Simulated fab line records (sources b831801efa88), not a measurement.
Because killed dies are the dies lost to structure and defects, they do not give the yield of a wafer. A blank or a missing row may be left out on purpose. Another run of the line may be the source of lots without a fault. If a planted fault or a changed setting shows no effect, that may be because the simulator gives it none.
A lot that was struck, set against a sound lot ; flow sky130 ; 15 out of 708 route steps
Sound: the wafers L232.1, L232.2, L232.5. Struck: wafers L241.3, L241.5. (L241.6 of the same lot was not struck and is left out.) The cause comes at the end.
Order at every step that has rows: each side's tool, ch and its chambers, its first start. Under that, the readings that differ: sound wafers ; struck wafers ; difference of the means ; sigmas: that difference in standard deviations of wafers without a fault.
alike: a reading whose means differ by less than 2 such deviations, as well as words and numbers matching on both sides. not compared: withheld readings; readings where some wafer has no value; bounds like >300 that might hide an equal value; numbers whose values overlap and for which the record gives no deviation.
The two part at a step that has a row with sigmas, a row that says differs or no value, or rows on one side only. Non-overlapping numbers with no deviation appear without sigmas and do not part them. A reading that every wafer of one side lacks parts them only if that side has two wafers or more.

first, 8 steps without rows for these wafers: SKY_METAL2_DEHYDRATE_07 (time 60 s); SKY_METAL2_HMDS_08 (prime time 60 s); SKY_METAL2_COAT_09 (resist thk 60 nm); SKY_METAL2_COAT_10 (resist thk 450 nm); SKY_METAL2_SOFTBAKE_11 (time 90 s); SKY_METAL2_EXPOSE_12 (exposes mask MM2, target cd 140 nm); SKY_METAL2_PEB_13; SKY_METAL2_DEVELOP_14 (develop time 60 s).
SKY_METAL2_CD_MEAS_15: the cd target is 140 nm.
  struck on cd_sem-01, day 41 04:45; sound on cd_sem-02, day 38 17:10
  alike: cd_nm
SKY_METAL2_OVL_MEAS_16:
  struck on overlay-02, day 41 04:50; sound on overlay-02, day 38 17:17
  alike: METAL2_OVL
SKY_METAL2_DESCUM_17: chemistry O2, time 8 s.
  sound on rie_metal-04 ch 0,1, day 38 17:19; struck on rie_metal-01 ch 1, day 41 04:53
  alike: drypump_motor_current_A, oes_product_au
  not compared: rf_hours_counter_h
SKY_METAL2_ETCH_18: etches BARC in N2/H2, stops on SiO2, time 45.9 s, target depth 60 nm.
  sound on rie_metal-04 ch 0,1, day 38 17:20; struck on rie_metal-01 ch 1, day 41 04:55
  alike: drypump_motor_current_A, oes_product_au, throttle_valve_pct
  not compared: rf_hours_counter_h
SKY_METAL2_METAL_ETCH_19: etches the open film in Cl2/BCl3, stops on SiO2, target depth 360 nm, time 74.83 s.
  sound on rie_metal-04 ch 0,1, day 38 17:25; struck on rie_metal-01 ch 1, day 41 04:59
reading;sound;struck;difference;sigmas
oes_product_au (a.u.);0.865 0.868 0.869;0.791 0.794;-0.075;-12
model.KrF-thick_of_METAL2_COAT_10.thk_nm (nm);175.2 171.7 176.2;245.3 244;+70.3;
model.etch.depth_nm (nm);357.6 352.9 353.3;296.3 298;-57.5;
model.METAL2.feature_depth_nm (nm);357.6 352.9 353.3;296.3 298;-57.5;
  alike: drypump_motor_current_A, throttle_valve_pct
  not compared: rf_hours_counter_h
SKY_METAL2_STRIP_20: strips in O2/N2.
  sound on plasma_asher-03 ch 0,1, day 38 17:30; struck on plasma_asher-04 ch 0,1, day 41 05:05
reading;sound;struck;difference;sigmas
oes_product_au (a.u.);0.348 0.356 0.349;0.377 0.378;+0.027;+6
strip_time_to_endpoint_s (s);2.87 2.83 2.88;3.63 3.60;+0.76;+15
  alike: drypump_motor_current_A
  not compared: rf_hours_counter_h
then, 1 step without rows for these wafers: SKY_METAL2_STRIP_21 (strips in post etch residue remover, time 1200 s).

== WHERE THEY PART ==
At SKY_METAL2_METAL_ETCH_19 first; at SKY_METAL2_STRIP_20 last (within this record only).

WHY: the cause the simulator had injected
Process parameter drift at SKY_METAL2_METAL_ETCH_19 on rie_metal-01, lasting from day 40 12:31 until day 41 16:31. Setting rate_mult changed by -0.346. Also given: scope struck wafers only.
